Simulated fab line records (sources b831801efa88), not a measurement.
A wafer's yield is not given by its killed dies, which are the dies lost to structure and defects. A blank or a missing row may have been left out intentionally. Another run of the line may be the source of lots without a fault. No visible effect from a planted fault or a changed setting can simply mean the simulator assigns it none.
A struck lot beside a sound one ; flow sky130 ; 16 out of 708 route steps
Sound: wafers L849.2, L849.3, L849.6. Wafers struck: L858.2, L858.4, L858.6. At the end, the cause is stated.
For every step that has rows: the tool of each side, followed by ch and its chambers, followed by its first start. Under that, the readings that differ: sound wafers ; struck wafers ; difference of the means ; sigmas: that difference in standard deviations of wafers without a fault.
alike: readings whose means differ by less than 2 such deviations, and words and numbers that are the same on both sides. not compared: withheld readings, readings that some wafer has no value for, bounds like >300 that may hide the same value, and numbers for which the record gives no deviation and whose values overlap.
Wherever a step has rows on one side only, a row that says differs or no value, or a row with sigmas, the two part there. Numbers that don't overlap but have no deviation are shown without sigmas and don't part them. Lack of a reading on every wafer of one side parts them only where that side has two or more wafers.

first, 2 steps without rows for these wafers: SKY_METAL3_PEB_11; SKY_METAL3_DEVELOP_12 (develop time 60 s).
SKY_METAL3_CD_MEAS_13 targets a cd of 300 nm.
  struck on cd_sem-01, day 41 09:32; sound on cd_sem-02, day 38 11:11
  alike: cd_nm
SKY_METAL3_OVL_MEAS_14:
  struck on overlay-01, day 41 09:38; sound on overlay-02, day 38 11:17
  alike: METAL3_OVL
SKY_METAL3_DESCUM_15: chemistry O2, time 8 s.
  sound on rie_metal-03 ch 0,1, day 38 11:19; struck on rie_metal-02 ch 0,1, day 41 09:40
  alike: chamber_pressure_mTorr, drypump_motor_current_A, oes_product_au
  not compared: rf_hours_counter_h
SKY_METAL3_ETCH_16: etches BARC in N2/H2, stops on SiO2, time 88.2 s, target depth 60 nm.
  sound on rie_metal-03 ch 0,1, day 38 11:21; struck on rie_metal-02 ch 0,1, day 41 09:42
  alike: chamber_pressure_mTorr, drypump_motor_current_A, h2_flow_sccm, oes_product_au, throttle_valve_pct
  not compared: rf_hours_counter_h
then, 1 step without rows for these wafers: SKY_METAL3_ETCH_17 (etches SiO2 in C4F8/O2/Ar, stops on TiN, time 3.9 s, target depth 15 nm).
SKY_METAL3_METAL_ETCH_18: etches the open film in Cl2/BCl3, stops on SiO2, target depth 845 nm, time 183.1 s.
  sound on rie_metal-01 ch 0,1, day 38 11:28; struck on rie_metal-03 ch 0,1, day 41 09:49
  alike: chamber_pressure_mTorr, drypump_motor_current_A, oes_product_au, throttle_valve_pct
  not compared: rf_hours_counter_h
SKY_METAL3_STRIP_19: strips in O2/N2.
  sound on plasma_asher-02 ch 0,1, day 38 11:38; struck on plasma_asher-01 ch 0,1, day 41 09:59
  alike: chamber_pressure_mTorr, drypump_motor_current_A, oes_product_au, strip_time_to_endpoint_s
  not compared: rf_hours_counter_h
then, 3 steps without rows for these wafers: SKY_METAL3_STRIP_20 (strips in post etch residue remover, time 1200 s); SKY_METAL3_CLEAN_21 (cleans in IPA, time 180 s); SKY_METAL3_CLEAN_22 (cleans in O3/DIW).
SKY_VIA3_HDPCVD_00: deposits SiO2, target thk 1635 nm, time 272.5 s.
  sound on hdpcvd-01 ch 0,1,2, day 38 12:34; struck on hdpcvd-01 ch 1,2, day 41 10:56
  alike: susceptor_temp_C
SKY_VIA3_THK_MEAS_01:
  struck on film_metro-01, day 41 11:06; sound on film_metro-01, day 38 12:45
reading;sound;struck;difference;sigmas
VIA3_HDPCVD_THK (nm);1620 1634 1654;3256 3271 3297;+1639;+82
SKY_VIA3_CMP_02: polishes SiO2.
  sound on cmp-02 ch 0,1, day 38 12:48; struck on cmp-02 ch 1,2, day 41 11:12
  alike: motor_current_A
-- the record jumps here: 7 days lie between the struck wafers' starts before and after (it left off in module VIA3 and takes up again in module PAD_OPEN, whose first step shown is number 708 of the route) --
SKY_PAD_OPEN_PROBE_99:
  struck on prober-02, day 48 03:34; sound on prober-02, day 45 19:30
  alike: defect_limited_yield, killed_at_M0_to_M3, killed_at_M4_up, killed_at_contacts, killed_at_front_end, killed_at_other, killed_dies, killed_open, killed_short, sort_bin_3_pad_short, sort_bin_5_function, sort_bin_6_memory, sort_n_pass, sort_yield_pct

== WHERE THEY PART ==
Within this record, at SKY_VIA3_THK_MEAS_01 only. Later steps at which nothing parts them and some readings are alike: SKY_VIA3_CMP_02, SKY_PAD_OPEN_PROBE_99.

WHY: the cause the simulator had injected
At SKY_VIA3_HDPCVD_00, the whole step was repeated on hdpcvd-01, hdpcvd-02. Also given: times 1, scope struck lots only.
